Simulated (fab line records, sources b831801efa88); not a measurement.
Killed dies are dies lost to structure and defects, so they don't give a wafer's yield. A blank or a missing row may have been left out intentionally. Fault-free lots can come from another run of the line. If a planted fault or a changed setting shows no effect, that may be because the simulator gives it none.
Which of the tools did it? | flow sky130 | Sampling: 13 lots, 39 wafers, 5 of 708 route steps

WHAT THE GAUGES READ, wafer by wafer
SKY_GATE_OXIDE_THK_MEAS_02.
lot  | measured     | on            | GATE_OXIDE_OXIDATION_00_THK (nm)
L486 | day 12 17:05 | film metro-02 | 10.16 9.96 10.17
L490 | day 14 09:15 | film metro-04 | 10.42 10.29 10.67
L492 | day 15 01:52 | film metro-02 | 9.88 10.08 9.95
L493 | day 15 06:41 | film metro-04 | 10.59 10.72 10.48
L499 | day 17 12:26 | film metro-04 | 10.09 10.24 10.20
L501 | day 18 23:16 | film metro-02 | 10.05 10.08 9.90
L500 | day 19 00:41 | film metro-04 | 9.83 9.83 9.72
L502 | day 19 00:42 | film metro-02 | 10.03 10.03 9.97
L504 | day 19 06:07 | film metro-03 | 10.08 10.11 9.93
L506 | day 19 19:07 | film metro-03 | 10.27 10.47 10.65
L507 | day 20 03:14 | film metro-02 | 10.13 10.10 10.38
L508 | day 20 16:53 | film metro-03 | 10.22 10.03 10.06
L509 | day 20 16:54 | film metro-04 | 10.07 10.19 10.30

SKY_RES_PROTECT_TW_MEAS_08.
lot  | measured     | on            | POLY_GATE_TW
L486 | day 15 02:00 | film metro-01 | 4023 4027 4026
L490 | day 16 19:45 | film metro-04 | 30 30 30
L492 | day 17 15:31 | film metro-01 | 4033 4023 4020
L493 | day 17 21:59 | film metro-04 | 4056 4064 4048
L499 | day 20 05:07 | film metro-04 | 4048 4089 4080
L501 | day 21 16:04 | film metro-04 | 4037 4066 4077
L500 | day 21 17:35 | film metro-03 | 3956 3966 3973
L502 | day 21 17:43 | film metro-04 | 4060 4078 4048
L504 | day 21 23:34 | film metro-01 | 4053 4040 4019
L506 | day 22 10:19 | film metro-04 | 4039 4053 4050
L507 | day 22 18:31 | film metro-01 | 4038 4023 4023
L508 | day 23 09:26 | film metro-03 | 3991 3972 3990
L509 | day 23 10:21 | film metro-04 | 4060 4066 4058

SKY_LDD_P_CD_MEAS_07: the cd target is 380 nm.
lot  | measured     | on        | cd nm (nm)
L486 | day 19 03:08 | cd sem-01 | 377.6 380.8 380.3
L490 | day 20 17:56 | cd sem-02 | 384.0 384.1 382.3
L492 | day 21 18:32 | cd sem-02 | 380.9 379.3 379.8
L493 | day 22 00:31 | cd sem-02 | 377.3 378.0 378.9
L499 | day 24 06:55 | cd sem-01 | 380.6 379.7 380.6
L501 | day 25 14:28 | cd sem-01 | 382.1 381.9 382.1
L500 | day 25 17:41 | cd sem-02 | 378.2 378.3 378.0
L502 | day 25 17:19 | cd sem-02 | 384.7 382.9 386.5
L504 | day 25 21:16 | cd sem-01 | 379.8 381.3 377.6
L506 | day 26 08:34 | cd sem-02 | 383.1 382.8 381.5
L507 | day 26 16:08 | cd sem-01 | 382.3 387.0 382.9
L508 | day 27 07:16 | cd sem-02 | 379.2 382.4 377.2
L509 | day 27 09:56 | cd sem-02 | 379.1 380.4 377.7

SKY_LI_CONTACT_RS_MEAS_22: uses a four-point probe to measure.
lot  | measured     | on            | LI_CONTACT_W_RS (ohm/sq)
L486 | day 29 05:46 | film metro-03 | 0.277 0.280 0.278
L490 | day 30 18:56 | film metro-02 | 0.278 0.279 0.273
L492 | day 31 15:53 | film metro-01 | 0.279 0.282 0.283
L493 | day 31 21:39 | film metro-02 | 0.279 0.279 0.282
L499 | day 33 21:40 | film metro-01 | 0.276 0.277 0.280
L501 | day 35 02:34 | film metro-03 | 0.287 0.286 0.288
L500 | day 35 06:26 | film metro-03 | 0.276 0.277 0.277
L502 | day 35 03:33 | film metro-03 | 0.275 0.277 0.278
L504 | day 35 11:23 | film metro-03 | 0.279 0.276 0.278
L506 | day 35 18:46 | film metro-01 | 0.277 0.277 0.283
L507 | day 36 00:07 | film metro-03 | 0.277 0.277 0.280
L508 | day 36 14:31 | film metro-03 | 0.280 0.282 0.281
L509 | day 36 16:50 | film metro-03 | 0.275 0.274 0.275

WHICH TOOL RAN EACH LOT (tool, then ch and the chambers of the sampled wafers, then the start)
lot  | SKY_RES_PROTECT_EXPOSE_04
L486 | iline stepper-01 ch 0, day 14 12:10
L490 | iline stepper-02 ch 0, day 16 05:46
L492 | iline stepper-02 ch 0, day 17 01:17
L493 | iline stepper-02 ch 0, day 17 07:19
L499 | iline stepper-01 ch 0, day 19 13:17
L501 | iline stepper-01 ch 0, day 21 00:26
L500 | iline stepper-01 ch 0, day 21 01:59
L502 | iline stepper-02 ch 0, day 21 02:23
L504 | iline stepper-01 ch 0, day 21 07:48
L506 | iline stepper-01 ch 0, day 21 19:20
L507 | iline stepper-01 ch 0, day 22 02:58
L508 | iline stepper-02 ch 0, day 22 18:21
L509 | iline stepper-01 ch 0, day 22 19:41
- SKY_RES_PROTECT_EXPOSE_04: exposes mask RPM, target cd 1270 nm.

WHAT THE TOOLS THEMSELVES READ (means of the sampled wafers that have a number; where no wafer has one, the mark that the record gives instead)
SKY_RES_PROTECT_EXPOSE_04.
lot  | tool             | stage vel mm s (mm/s)
L486 | iline stepper-01 | 500.24
L490 | iline stepper-02 | 500.04
L492 | iline stepper-02 | 499.88
L493 | iline stepper-02 | 499.99
L499 | iline stepper-01 | 500.03
L501 | iline stepper-01 | 499.95
L500 | iline stepper-01 | 500.07
L502 | iline stepper-02 | 500.01
L504 | iline stepper-01 | 500.08
L506 | iline stepper-01 | 499.85
L507 | iline stepper-01 | 500.09
L508 | iline stepper-02 | 499.78
L509 | iline stepper-01 | 499.90

THE ANSWER, worked out from the rows above alone
Rule: what is usual is taken from the lots themselves. The widest of any qualifying gaps counts: lots, ordered by their means at a reading, are off when they make up no more than a third of the lots, leave a main group of 4 or more, and stand apart from it by 3 or more times the standard deviation of that group's means. A main group whose means are all the same, to the digits that the tables above print for the reading, isn't used. A lot without any number at a reading at which 4 lots or more have one is off too. Where the step has rows for the other lots, those lots are counted as sound. First the gauges in route order, then the tools' own readings, where a lot's mean is used as printed above. At the first step where some lot is off, the reading lying furthest off is the one used; lots without a number count as furthest.
Off: L490, at SKY_RES_PROTECT_TW_MEAS_08 (POLY_GATE_TW). Main group: mean 4035, sd 31.
A tool fits if, at a process step before that reading, it ran every lot that is off, and no sound lot after the first of them. Gauges at SKY_RES_PROTECT_TW_MEAS_08: tried the same way as those tools. Of those tried, none fits.

WHAT THE SIMULATOR HAD PUT IN
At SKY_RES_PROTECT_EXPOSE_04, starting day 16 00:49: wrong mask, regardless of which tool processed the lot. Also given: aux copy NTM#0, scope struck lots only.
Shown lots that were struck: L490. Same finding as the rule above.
